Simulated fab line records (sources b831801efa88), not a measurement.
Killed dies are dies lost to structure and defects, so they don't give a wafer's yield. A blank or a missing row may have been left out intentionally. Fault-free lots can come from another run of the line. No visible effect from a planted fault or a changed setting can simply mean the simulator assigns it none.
Which tool did it?	flow sky130	11 lots, 33 wafers sampled, at 2 steps of a route of 708

== WHAT EACH GAUGE READ, for each wafer ==
SKY_NWELL_THK_MEAS_02.
lot	measured	on	NWELL_OXIDATION_THK (nm)
L359	day 2 15:04	film-metro-02	9.88 9.93 9.81
L360	day 2 19:28	film-metro-01	9.79 9.89 9.89
L367	day 4 05:25	film-metro-02	12.37 12.44 12.58
L368	day 4 10:32	film-metro-01	12.34 12.26 12.09
L373	day 5 12:56	film-metro-02	9.87 9.82 9.97
L374	day 5 19:40	film-metro-01	9.66 10.00 9.89
L376	day 6 06:55	film-metro-02	9.90 9.99 10.04
L379	day 6 22:31	film-metro-01	10.02 10.10 9.99
L380	day 7 01:39	film-metro-01	10.12 9.99 10.10
L381	day 7 09:16	film-metro-02	10.12 10.14 10.08
L382	day 7 12:43	film-metro-02	10.04 9.93 10.07

== WHAT TOOL EACH LOT RAN ON (gives the tool, then ch and the chambers of the sampled wafers, and finally the start) ==
lot	SKY_NWELL_OXIDATION_01
L359	furnace-01 ch 0, day 2 13:40
L360	furnace-01 ch 0, day 2 18:04
L367	furnace-01 ch 0, day 4 04:02
L368	furnace-01 ch 0, day 4 09:08
L373	furnace-02 ch 0, day 5 11:31
L374	furnace-02 ch 0, day 5 18:16
L376	furnace-02 ch 0, day 6 05:32
L379	furnace-02 ch 0, day 6 21:07
L380	furnace-02 ch 0, day 7 00:14
L381	furnace-01 ch 0, day 7 07:53
L382	furnace-02 ch 0, day 7 11:18
- SKY_NWELL_OXIDATION_01: stabilise 600 s, purge 300 s, target thk 10 nm.

== THE ANSWER, worked out from the rows above alone ==
Rule: the lots themselves supply what counts as usual. The widest of any qualifying gaps counts: lots, ordered by their means at a reading, are off when they make up no more than a third of the lots, leave a main group of 4 or more, and stand apart from it by 3 or more times the standard deviation of that group's means. A main group whose means are all the same, to the digits that the tables above print for the reading, isn't used. A lot without any number at a reading at which 4 lots or more have one is off too. All remaining lots with rows at the step are treated as sound.
Off: L367, L368, seen at SKY_NWELL_THK_MEAS_02 (NWELL_OXIDATION_THK). The main group: mean 9.96 nm, standard deviation 0.094.
If a tool, at a process step before that reading, ran all the lots that are off and no sound lot after the first of them, it fits. The gauges at SKY_NWELL_THK_MEAS_02 are tried like those tools. Of those tried, none fits.

== WHAT WAS PUT IN BY THE SIMULATOR ==
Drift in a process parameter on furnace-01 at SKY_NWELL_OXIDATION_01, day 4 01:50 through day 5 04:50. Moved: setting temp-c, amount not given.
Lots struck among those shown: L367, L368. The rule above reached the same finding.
